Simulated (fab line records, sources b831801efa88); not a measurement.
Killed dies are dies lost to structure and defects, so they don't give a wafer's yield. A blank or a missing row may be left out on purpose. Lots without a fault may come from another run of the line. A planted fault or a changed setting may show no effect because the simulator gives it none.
Which tool did it? | flow sky130 | 13 lots, 39 wafers sampled, at 5 steps of a route of 708

WHAT THE GAUGES READ, wafer by wafer
SKY_LDD_P_OVL_MEAS_08. Usual: LDD_P_OVL 1.1 nm, standard deviation 1.2.
lot  | measured     | on         | LDD_P_OVL (nm) | flag
L903 | day 19 01:21 | overlay-01 | -1.3 0.7 0.3   |
L904 | day 19 01:39 | overlay-02 | 0.1 0.4 0.3    |
L908 | day 20 16:37 | overlay-01 | -0.2 -1.8 -1.5 |
L909 | day 20 23:28 | overlay-02 | 2.0 2.9 3.7    |
L911 | day 22 00:55 | overlay-01 | 1.4 0.4 -0.2   |
L913 | day 22 17:53 | overlay-02 | -0.4 1.3 -1.8  |
L917 | day 24 22:06 | overlay-02 | 1.0 1.1 1.6    |
L916 | day 24 22:25 | overlay-02 | 2.4 1.0 1.8    |
L918 | day 25 05:19 | overlay-02 | 2.9 4.4 2.8    |
L920 | day 25 20:00 | overlay-01 | 1.6 1.7 1.0    |
L921 | day 25 20:55 | overlay-02 | 2.0 1.2 2.0    |
L922 | day 26 05:46 | overlay-02 | 1.8 1.0 0.2    |
L926 | day 27 06:46 | overlay-01 | 0.4 0.5 1.7    |

SKY_LDD_HVN_OVL_MEAS_07. Usual: LDD_HVN_OVL -1.4 nm, standard deviation 1.4.
lot  | measured     | on         | LDD_HVN_OVL (nm) | flag
L903 | day 20 08:41 | overlay-02 | -3.3 -2.9 -2.0   |
L904 | day 20 09:00 | overlay-01 | -0.7 -1.4 -1.7   |
L908 | day 21 22:57 | overlay-01 | -2.5 -0.9 -2.3   |
L909 | day 22 06:35 | overlay-02 | -0.6 -0.1 -1.0   |
L911 | day 23 06:59 | overlay-01 | -2.5 -3.7 -2.2   |
L913 | day 24 00:22 | overlay-02 | -1.0 -1.5 -1.7   |
L917 | day 26 03:50 | overlay-01 | -0.8 -3.3 -2.6   |
L916 | day 26 04:00 | overlay-02 | -1.8 -2.5 -2.1   |
L918 | day 26 10:05 | overlay-01 | -4.1 -2.5 -1.3   |
L920 | day 27 00:47 | overlay-01 | -1.5 -2.8 -2.4   |
L921 | day 27 01:59 | overlay-01 | -2.6 -3.4 -2.3   |
L922 | day 27 11:14 | overlay-02 | 2.0 0.1 0.6      |
L926 | day 28 11:32 | overlay-02 | 0.3 -0.3 1.5     |

SKY_LI_CONTACT_BOW_MEAS_03. Usual: LI_CONTACT_BOW 55 um, standard deviation 7.3.
lot  | measured     | on            | LI_CONTACT_BOW (um) | flag
L903 | day 28 02:43 | film_metro-02 | 60 42 47            |
L904 | day 28 04:20 | film_metro-04 | 51 53 45            |
L908 | day 29 11:03 | film_metro-04 | 34 34 24            | OFF
L909 | day 29 20:52 | film_metro-01 | 27 28 26            | OFF
L911 | day 30 18:01 | film_metro-01 | 57 63 43            |
L913 | day 31 10:05 | film_metro-02 | 61 49 61            |
L917 | day 33 12:56 | film_metro-02 | 72 58 51            |
L916 | day 33 13:16 | film_metro-01 | 64 52 52            |
L918 | day 33 15:04 | film_metro-02 | 52 51 55            |
L920 | day 34 04:40 | film_metro-02 | 52 67 56            |
L921 | day 34 06:19 | film_metro-01 | 55 69 71            |
L922 | day 34 13:55 | film_metro-02 | 47 50 53            |
L926 | day 35 12:43 | film_metro-02 | 58 57 58            |

SKY_LOCAL_INTERCONNECT_OVL_MEAS_12. Usual: LOCAL_INTERCONNECT_OVL 2 nm, standard deviation 5.2.
lot  | measured     | on         | LOCAL_INTERCONNECT_OVL (nm) | flag
L903 | day 30 12:16 | overlay-01 | -3 -5 -2                    |
L904 | day 30 12:51 | overlay-01 | -5 -2 -4                    |
L911 | day 33 03:31 | overlay-01 | 10 6 6                      |
L913 | day 33 18:43 | overlay-01 | 1 5 1                       |
L917 | day 35 18:52 | overlay-01 | 4 -1 2                      |
L916 | day 35 20:10 | overlay-01 | -4 -8 1                     |
L918 | day 35 22:19 | overlay-02 | 12 10 6                     |
L920 | day 36 10:39 | overlay-01 | -5 3 -4                     |
L921 | day 36 12:07 | overlay-02 | -2 8 10                     |
L922 | day 36 19:38 | overlay-02 | 7 1 7                       |
L926 | day 37 18:22 | overlay-02 | 1 -1 -1                     |

WHICH TOOL RAN EACH LOT (tool, then ch and the chambers of the sampled wafers, then the start)
lot  | SKY_LI_CONTACT_HDPCVD_00
L903 | hdpcvd-01 ch 1,2, day 28 02:15
L904 | hdpcvd-02 ch 0,1, day 28 03:52
L908 | hdpcvd-01 ch 0,2, day 29 10:34
L909 | hdpcvd-01 ch 0,1, day 29 20:25
L911 | hdpcvd-01 ch 0,1, day 30 17:34
L913 | hdpcvd-01 ch 0,1,2, day 31 09:37
L917 | hdpcvd-01 ch 1,2, day 33 12:28
L916 | hdpcvd-02 ch 0,2, day 33 12:45
L918 | hdpcvd-01 ch 0,1,2, day 33 14:37
L920 | hdpcvd-02 ch 0,1, day 34 04:13
L921 | hdpcvd-01 ch 1,2, day 34 05:51
L922 | hdpcvd-02 ch 0,1,2, day 34 13:28
L926 | hdpcvd-02 ch 0,1, day 35 12:13
- SKY_LI_CONTACT_HDPCVD_00: deposits PSG, target thk 930 nm, time 155 s.

WHAT THE TOOLS THEMSELVES READ (means of the sampled wafers that have a number; where no wafer has one, the mark that the record gives instead)
SKY_LI_CONTACT_HDPCVD_00. Usual: pressure_mtorr 6.000 mTorr, standard deviation 0.011; run_length_s 182.7 s, standard deviation 0.48.
lot  | tool      | pressure_mtorr (mTorr) | run_length_s (s) | flag
L903 | hdpcvd-01 | 5.999                  | 182.5            |
L904 | hdpcvd-02 | 5.986                  | 182.9            |
L908 | hdpcvd-01 | -                      | -                | OFF
L909 | hdpcvd-01 | -                      | -                | OFF
L911 | hdpcvd-01 | 6.012                  | 182.3            |
L913 | hdpcvd-01 | 6.003                  | 182.2            |
L917 | hdpcvd-01 | 5.997                  | 182.8            |
L916 | hdpcvd-02 | 6.000                  | 182.9            |
L918 | hdpcvd-01 | 6.002                  | 182.3            |
L920 | hdpcvd-02 | 6.002                  | 183.2            |
L921 | hdpcvd-01 | 6.001                  | 182.5            |
L922 | hdpcvd-02 | 5.990                  | 182.8            |
L926 | hdpcvd-02 | 6.008                  | 183.0            |

THE ANSWER, worked out from the rows above alone
Rule: a lot is off if the mean of its wafers that have a number lies more than 3 standard deviations from the usual mean. A lot without any number at a reading at which 4 lots or more have one is off too. The other lots that the step has rows for count as sound. The gauges are gone through in route order, then the tools' own readings, and for those a lot's mean is taken as printed above. The first step at which some lot is off is used, and at that step the reading that is off furthest; a lot without a number counts as furthest.
Off: L908, L909, at SKY_LI_CONTACT_BOW_MEAS_03 (LI_CONTACT_BOW).
A tool fits if, at a process step before that reading, it ran every lot that is off, and no sound lot after the first of them. The gauges at SKY_LI_CONTACT_BOW_MEAS_03 aren't tried: what is off there is off at SKY_LI_CONTACT_HDPCVD_00 too, on other tools, and a gauge's error can't cause that. None of those tried fits.

WHAT THE SIMULATOR HAD PUT IN
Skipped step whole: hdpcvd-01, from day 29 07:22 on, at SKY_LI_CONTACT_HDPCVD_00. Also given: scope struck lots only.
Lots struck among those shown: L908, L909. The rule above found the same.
